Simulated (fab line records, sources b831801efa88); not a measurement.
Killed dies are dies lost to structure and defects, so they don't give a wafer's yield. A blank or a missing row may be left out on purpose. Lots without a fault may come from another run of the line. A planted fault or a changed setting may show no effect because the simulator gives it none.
Which tool did it? | flow gf180mcu | 14 lots, 42 wafers sampled, at 5 steps of a route of 602

WHAT THE GAUGES READ, wafer by wafer
GF_VT_IMPLANT_TW_MEAS_43. Usual: VT_IMPLANT_4_TW 685, standard deviation 3.6.
lot  | measured     | on            | VT_IMPLANT_4_TW | flag
L403 | day 7 10:28  | film_metro-04 | 691 692 692     |
L404 | day 8 00:50  | film_metro-01 | 687 691 689     |
L406 | day 8 05:26  | film_metro-03 | 680 681 680     |
L408 | day 9 06:12  | film_metro-01 | 686 688 688     |
L409 | day 9 05:11  | film_metro-03 | 688 681 678     |
L410 | day 9 11:49  | film_metro-04 | 685 683 682     |
L412 | day 10 04:53 | film_metro-03 | 681 682 680     |
L419 | day 11 23:14 | film_metro-03 | 30 30 30        | OFF
L420 | day 12 06:29 | film_metro-03 | 30 30 30        | OFF
L421 | day 12 15:41 | film_metro-01 | 685 688 687     |
L422 | day 12 19:56 | film_metro-03 | 687 684 683     |
L423 | day 13 04:13 | film_metro-04 | 690 693 687     |
L424 | day 13 10:47 | film_metro-01 | 682 685 686     |
L426 | day 14 00:41 | film_metro-04 | 686 687 686     |

GF_HV_LDD_OVL_MEAS_08. Usual: HV_LDD_OVL 0.3 nm, standard deviation 1.5.
lot  | measured     | on         | HV_LDD_OVL (nm) | flag
L403 | day 9 18:47  | overlay-01 | 2.0 2.6 2.1     |
L404 | day 10 13:01 | overlay-02 | 2.6 1.9 3.5     |
L406 | day 10 18:23 | overlay-02 | -1.4 -1.2 -0.9  |
L408 | day 11 20:29 | overlay-01 | 2.2 2.2 0.8     |
L409 | day 11 19:47 | overlay-01 | 0.0 -0.3 2.7    |
L410 | day 12 04:07 | overlay-01 | -0.4 -1.9 -0.2  |
L412 | day 12 21:58 | overlay-02 | 0.7 -1.5 -1.1   |
L421 | day 15 15:31 | overlay-01 | -0.4 0.1 0.9    |
L422 | day 15 18:58 | overlay-02 | 0.0 -1.5 -2.4   |
L423 | day 16 01:39 | overlay-02 | -1.6 -0.6 -0.9  |
L424 | day 16 10:01 | overlay-01 | -0.3 -0.1 3.1   |
L426 | day 17 01:50 | overlay-01 | -1.0 0.8 -1.6   |

GF_HV_LDD_TW_MEAS_11. Usual: HV_LDD_TW 2401, standard deviation 10.
lot  | measured     | on            | HV_LDD_TW      | flag
L403 | day 9 19:05  | film_metro-01 | 2389 2395 2401 |
L404 | day 10 13:18 | film_metro-01 | 2404 2406 2395 |
L406 | day 10 18:43 | film_metro-01 | 2381 2402 2390 |
L408 | day 11 20:47 | film_metro-04 | 2393 2392 2387 |
L409 | day 11 20:04 | film_metro-02 | 2390 2404 2397 |
L410 | day 12 04:24 | film_metro-02 | 2411 2409 2407 |
L412 | day 12 22:14 | film_metro-01 | 2396 2398 2389 |
L421 | day 15 15:49 | film_metro-01 | 2410 2400 2406 |
L422 | day 15 19:26 | film_metro-04 | 2396 2389 2388 |
L423 | day 16 01:56 | film_metro-04 | 2380 2393 2384 |
L424 | day 16 10:18 | film_metro-04 | 2392 2389 2383 |
L426 | day 17 02:07 | film_metro-02 | 2416 2408 2413 |

WHICH TOOL RAN EACH LOT (tool, then ch and the chambers of the sampled wafers, then the start)
lot  | GF_STI_ETCH_13                    | GF_VT_IMPLANT_IMPLANT_41
L403 | rie_diel-03 ch 0,1,3, day 2 00:13 | implanter-04 ch 0, day 7 10:13
L404 | rie_diel-03 ch 0,1,2, day 2 10:05 | implanter-04 ch 0, day 8 00:35
L406 | rie_diel-02 ch 1,2, day 2 16:44   | implanter-04 ch 0, day 8 05:13
L408 | rie_diel-04 ch 1,3, day 3 05:31   | implanter-02 ch 0, day 9 05:59
L409 | rie_diel-02 ch 0,1,2, day 3 07:40 | implanter-02 ch 0, day 9 04:56
L410 | rie_diel-03 ch 0,2,3, day 3 13:07 | implanter-04 ch 0, day 9 11:34
L412 | rie_diel-04 ch 0,1,3, day 4 01:46 | implanter-04 ch 0, day 10 04:38
L419 | rie_diel-03 ch 1,2,3, day 5 12:08 | implanter-01, day 11 22:59
L420 | rie_diel-03 ch 1,2,3, day 5 16:44 | implanter-02, day 12 06:14
L421 | rie_diel-04 ch 0,2,3, day 5 21:55 | implanter-02 ch 0, day 12 15:28
L422 | rie_diel-04 ch 0,1,2, day 6 03:31 | implanter-01 ch 0, day 12 19:43
L423 | rie_diel-03 ch 0,2,3, day 6 08:12 | implanter-01 ch 0, day 13 04:01
L424 | rie_diel-04 ch 1,3, day 6 13:32   | implanter-01 ch 0, day 13 10:33
L426 | rie_diel-02 ch 1,3, day 6 23:29   | implanter-01 ch 0, day 14 00:27
- GF_STI_ETCH_13: etches the open film in CHF3/O2, stops on Si, target depth 282.31 nm, time 112.9 s.
- GF_VT_IMPLANT_IMPLANT_41

WHAT THE TOOLS THEMSELVES READ (means of the sampled wafers that have a number; where no wafer has one, the mark that the record gives instead)
GF_STI_ETCH_13. Usual: drypump_motor_current_A 5.8 A, standard deviation 0.42; oes_product_au 0.833 a.u., standard deviation 0.0055; rf_fwd_power_W 597.2 W, standard deviation 1.7; throttle_valve_pct 8.811 %, standard deviation 0.0091.
lot  | tool        | drypump_motor_current_A (A) | oes_product_au (a.u.) | rf_fwd_power_W (W) | throttle_valve_pct (%) | flag
L403 | rie_diel-03 | 5.6                         | 0.833                 | 596.9              | 8.812                  |
L404 | rie_diel-03 | 5.8                         | 0.831                 | 596.3              | 8.814                  |
L406 | rie_diel-02 | 5.9                         | 0.829                 | 597.8              | 8.807                  |
L408 | rie_diel-04 | 6.1                         | 0.823                 | 599.3              | 8.807                  |
L409 | rie_diel-02 | 6.1                         | 0.839                 | 598.0              | 8.818                  |
L410 | rie_diel-03 | 5.9                         | 0.827                 | 597.2              | 8.808                  |
L412 | rie_diel-04 | 5.7                         | 0.836                 | 597.6              | 8.807                  |
L419 | rie_diel-03 | 5.9                         | 0.836                 | 596.4              | 8.797                  |
L420 | rie_diel-03 | 5.9                         | 0.828                 | 596.7              | 8.806                  |
L421 | rie_diel-04 | 5.6                         | 0.827                 | 597.8              | 8.821                  |
L422 | rie_diel-04 | 5.5                         | 0.837                 | 596.9              | 8.815                  |
L423 | rie_diel-03 | 5.9                         | 0.832                 | 597.2              | 8.812                  |
L424 | rie_diel-04 | 6.1                         | 0.832                 | 597.3              | 8.816                  |
L426 | rie_diel-02 | 6.0                         | 0.844                 | 598.6              | 8.808                  |

GF_VT_IMPLANT_IMPLANT_41. Usual: beam_energy_keV 70.000, standard deviation 0.019; beam_on_s 10.01 s, standard deviation 0.21.
lot  | tool         | beam_energy_keV | beam_on_s (s) | flag
L403 | implanter-04 | 69.997          | 10.01         |
L404 | implanter-04 | 70.036          | 10.04         |
L406 | implanter-04 | 69.989          | 10.15         |
L408 | implanter-02 | 69.993          | 10.08         |
L409 | implanter-02 | 70.014          | 9.95          |
L410 | implanter-04 | 69.997          | 10.03         |
L412 | implanter-04 | 69.983          | 10.06         |
L419 | implanter-01 | -               | -             | OFF
L420 | implanter-02 | -               | -             | OFF
L421 | implanter-02 | 69.978          | 9.93          |
L422 | implanter-01 | 69.998          | 10.11         |
L423 | implanter-01 | 70.009          | 10.00         |
L424 | implanter-01 | 69.995          | 10.15         |
L426 | implanter-01 | 70.000          | 10.07         |

THE ANSWER, worked out from the rows above alone
Rule: a lot is off if the mean of its wafers that have a number lies more than 3 standard deviations from the usual mean. A lot without any number at a reading at which 4 lots or more have one is off too. The other lots that the step has rows for count as sound. The gauges are gone through in route order, then the tools' own readings, and for those a lot's mean is taken as printed above. The first step at which some lot is off is used, and at that step the reading that is off furthest; a lot without a number counts as furthest.
Off: L419, L420, at GF_VT_IMPLANT_TW_MEAS_43 (VT_IMPLANT_4_TW).
A tool fits if, at a process step before that reading, it ran every lot that is off, and no sound lot after the first of them. The gauges at GF_VT_IMPLANT_TW_MEAS_43 aren't tried: what is off there is off at GF_VT_IMPLANT_IMPLANT_41 too, on other tools, and a gauge's error can't cause that. None of those tried fits.

WHAT THE SIMULATOR HAD PUT IN
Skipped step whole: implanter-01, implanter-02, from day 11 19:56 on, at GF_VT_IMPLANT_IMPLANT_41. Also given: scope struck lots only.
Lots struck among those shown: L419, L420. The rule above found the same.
